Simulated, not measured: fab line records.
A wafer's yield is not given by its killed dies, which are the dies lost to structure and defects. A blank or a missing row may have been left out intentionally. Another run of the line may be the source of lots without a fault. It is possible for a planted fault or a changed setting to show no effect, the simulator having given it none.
A lot that was struck, set against a sound lot / flow gf180mcu / 27 steps out of a route of 602
Sound: wafers L914.4, L914.5, L914.6. Struck: wafers L908.1, L908.2, L908.5. At the end, the cause is stated.
For every step that has rows: the tool of each side, followed by ch and its chambers, followed by its first start. Under that, the readings that differ: sound wafers / struck wafers / difference of the means / sigmas: that difference in standard deviations of wafers without a fault.
alike: a reading whose means differ by less than 2 such deviations, as well as words and numbers matching on both sides. not compared: withheld readings; readings where some wafer has no value; bounds like >300 that might hide an equal value; numbers whose values overlap and for which the record gives no deviation.
A row with sigmas, a row that says differs or no value, or rows on one side alone: a step with any of these is where the two part. Numbers that have no deviation but don't overlap get no sigmas and don't part them. Lack of a reading on every wafer of one side parts them only where that side has two or more wafers.

GF_HV_LDD_ETCHBACK_58: etches Si3N4 in CH3F/O2, stops on SiO2, time 100 s, target depth 90 nm.
  sound on rie_diel-02 ch 2,3, day 19 05:41; struck on rie_diel-01 ch 0,1, day 15 20:02
  alike: O2_flow_sccm, bias_w, drypump_motor_current_A, oes_product_au, throttle_valve_pct
  not compared: rf_hours_counter_h
then, 7 steps without rows for these wafers: GF_NSD_DEHYDRATE_00 (time 60 s); GF_NSD_HMDS_01 (prime time 60 s); GF_NSD_COAT_02 (resist thk 1000 nm); GF_NSD_SOFTBAKE_03 (time 60 s); GF_NSD_EXPOSE_04 (exposes mask Nplus, target cd 400 nm); GF_NSD_PEB_05; GF_NSD_DEVELOP_06 (develop time 60 s).
GF_NSD_CD_MEAS_07: the cd target is 400 nm.
  struck on cd_sem-02, day 16 17:56; sound on cd_sem-01, day 20 05:47
  alike: cd_nm
GF_NSD_OVL_MEAS_08:
  struck on overlay-01, day 16 18:03; sound on overlay-02, day 20 05:52
  alike: NSD_OVL
then, 2 steps without rows for these wafers: GF_NSD_IMPLANT_09; GF_NSD_IMPLANT_10.
GF_NSD_STRIP_11: strips in O2/N2.
  sound on plasma_asher-01 ch 0,1, day 20 06:13; struck on plasma_asher-02 ch 0,1, day 16 18:23
  no value came back on the struck wafers for any of 6 readings (chamber_pressure_mTorr (mTorr), drypump_motor_current_A (A) and others); on the sound wafers chamber_pressure_mTorr (mTorr) reads 1498.8 1499.9 1500.2
reading=model.NOVOLAK_of_NSD_COAT_02.thk_nm (nm); sound=0 0 0; struck=995.7 995.3 994.3; difference=+995.1; sigmas=
  not compared: rf_hours_counter_h
GF_NSD_TW_MEAS_12:
  struck on film_metro-02, day 16 18:29; sound on film_metro-04, day 20 06:19
  alike: NSD_TW
then, 7 steps without rows for these wafers: GF_PSD_DEHYDRATE_00 (time 60 s); GF_PSD_HMDS_01 (prime time 60 s); GF_PSD_COAT_02 (resist thk 1000 nm); GF_PSD_SOFTBAKE_03 (time 60 s); GF_PSD_EXPOSE_04 (exposes mask Pplus, target cd 400 nm); GF_PSD_PEB_05; GF_PSD_DEVELOP_06 (develop time 60 s).
GF_PSD_CD_MEAS_07: the cd target is 400 nm.
  struck on cd_sem-01, day 17 16:43; sound on cd_sem-01, day 21 05:13
reading=cd_nm (nm); sound=398.3 397.8 396.6; struck=403.5 405.9 404.6; difference=+7.1; sigmas=+3
GF_PSD_OVL_MEAS_08:
  struck on overlay-01, day 17 16:50; sound on overlay-01, day 21 05:18
  alike: PSD_OVL
next, for these wafers, 1 step has no rows: GF_PSD_IMPLANT_09.
GF_PSD_STRIP_10: strips in O2/N2.
  sound on plasma_asher-02 ch 0,1, day 21 05:30; struck on plasma_asher-04 ch 0,1, day 17 17:01
reading=heater_power_w (W); sound=312 310 333; struck=328 399 392; difference=+55; sigmas=+2
reading=oes_product_au (a.u.); sound=0.593 0.587 0.590; struck=0.650 0.656 0.650; difference=+0.062; sigmas=+14
reading=strip_time_to_endpoint_s (s); sound=16.492 16.460 16.470; struck=31.380 31.354 31.359; difference=+14.890; sigmas=+99 or more
  alike: chamber_pressure_mTorr, drypump_motor_current_A, n2_flow_sccm
  not compared: rf_hours_counter_h
GF_PSD_TW_MEAS_11:
  struck on film_metro-01, day 17 17:07; sound on film_metro-04, day 21 05:36
reading=PSD_TW; sound=3145 3137 3161; struck=30 30 30; difference=-3118; sigmas=-97
then, 1 step without rows for these wafers: GF_PSD_CLEAN_12 (cleans in SC1/SC2, time 150 s).

== WHERE THEY PART ==
At GF_NSD_STRIP_11 first; at GF_PSD_TW_MEAS_11 last (within this record only).

WHY: the cause the simulator had injected
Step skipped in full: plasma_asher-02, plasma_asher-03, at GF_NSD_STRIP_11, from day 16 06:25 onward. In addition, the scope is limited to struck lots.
